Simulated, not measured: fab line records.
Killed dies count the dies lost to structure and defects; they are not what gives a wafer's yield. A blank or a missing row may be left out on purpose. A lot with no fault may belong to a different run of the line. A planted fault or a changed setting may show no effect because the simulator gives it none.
A struck lot beside a sound one ; flow sky130 ; 15 steps out of a route of 708
Sound: the wafers L741.2, L741.4, L741.5. Struck: wafer L751.2. (L751.3, L751.5 of the same lot were not struck and are left out.) The cause comes at the end.
At each step with rows: each side's tool, then ch and its chambers, then its first start. Under that, the readings that differ: sound wafers ; struck wafers ; difference of the means ; sigmas: that difference in standard deviations of wafers without a fault.
alike: words and numbers the same on both sides, and readings whose means are apart by under 2 such deviations; not compared: readings that were withheld, readings missing a value for some wafer, numbers with overlapping values and no deviation given by the record, and bounds like >300 which may hide the same value.
Wherever a step has rows on one side only, a row that says differs or no value, or a row with sigmas, the two part there. Numbers that don't overlap but have no deviation are shown without sigmas and don't part them. Lack of a reading on every wafer of one side parts them only where that side has two or more wafers.

SKY_CONTACT_ETCH_16: etches BARC in N2/H2, stops on SiO2, time 45.9 s, target depth 60 nm.
  sound on rieDiel-02 ch 0,1, day 33 08:29; struck on rieDiel-02 ch 0, day 36 03:14
  alike: chamberPressureMTorr, drypumpMotorCurrentA, oesProductAu, throttleValvePct
  not compared: rfHoursCounterH
SKY_CONTACT_ETCH_17: etches SiO2 in C4F8/O2/Ar, stops on Si3N4, target depth 340 nm.
  sound on rieDiel-02 ch 0,1, day 33 08:32; struck on rieDiel-02 ch 0, day 36 03:16
  alike: chamberPressureMTorr, oesProductAu
SKY_CONTACT_ETCH_18: etches Si3N4 in CHF3/O2, stops on TiN, time 39 s, target depth 75 nm.
  sound: rieDiel-02 ch 0,1; struck: rieDiel-02 ch 0
  alike: chamberPressureMTorr, drypumpMotorCurrentA, oesProductAu, throttleValvePct
  not compared: rfHoursCounterH
SKY_CONTACT_STRIP_19: strips in O2/N2.
  sound on plasmaAsher-03 ch 0,1, day 33 08:38; struck on plasmaAsher-02 ch 0, day 36 03:22
  alike: chamberPressureMTorr, drypumpMotorCurrentA, oesProductAu, stripTimeToEndpointS
  not compared: rfHoursCounterH
then, 5 steps without rows for these wafers: SKY_CONTACT_STRIP_20 (strips in post etch residue remover, time 1200 s); SKY_CONTACT_CLEAN_21 (cleans in IPA, time 180 s); SKY_CONTACT_CLEAN_22 (cleans in O3/DIW); SKY_CONTACT_SPUTTER_23 (material TiN, target thk 20 nm, time 80 s); SKY_CONTACT_CVD_24 (deposits W, target thk 340 nm, time 102.12 s).
SKY_CONTACT_RS_MEAS_25: uses a four-point probe to measure.
  struck on filmMetro-01, day 36 04:09; sound on filmMetro-02, day 33 09:25
  alike: CONTACT_W_RS
SKY_CONTACT_THK_MEAS_26: measures by xrf.
  struck on filmMetro-01, day 36 04:16; sound on filmMetro-02, day 33 09:31
  alike: CONTACT_W_THK
then, 1 step without rows for these wafers: SKY_CONTACT_CMP_27 (polishes, stops on SiO2, t overpolish 15 s, target thk 0 nm).
SKY_METAL1_SPUTTER_00: material Ti, target thk 15 nm, time 10 s.
  struck on pvdSputter-04, day 36 04:37; sound on pvdSputter-03, day 33 09:52
reading;sound;struck;difference;sigmas
model.Ti_of_METAL1_SPUTTER_00.thkNm (nm);14.59 14.71 15.32;10.57;-4.30;
  alike: throttleValvePct
SKY_METAL1_SPUTTER_01: material TiN, target thk 20 nm, time 16.7 s.
  struck on pvdSputter-04, day 36 04:38; sound on pvdSputter-03, day 33 09:53
  alike: throttleValvePct
following that, these wafers have no rows for 1 step: SKY_PAD_OPEN_PROBE_99.

## WHERE THEY PART
Nowhere in this record.

WHY: whatever the simulator had introduced
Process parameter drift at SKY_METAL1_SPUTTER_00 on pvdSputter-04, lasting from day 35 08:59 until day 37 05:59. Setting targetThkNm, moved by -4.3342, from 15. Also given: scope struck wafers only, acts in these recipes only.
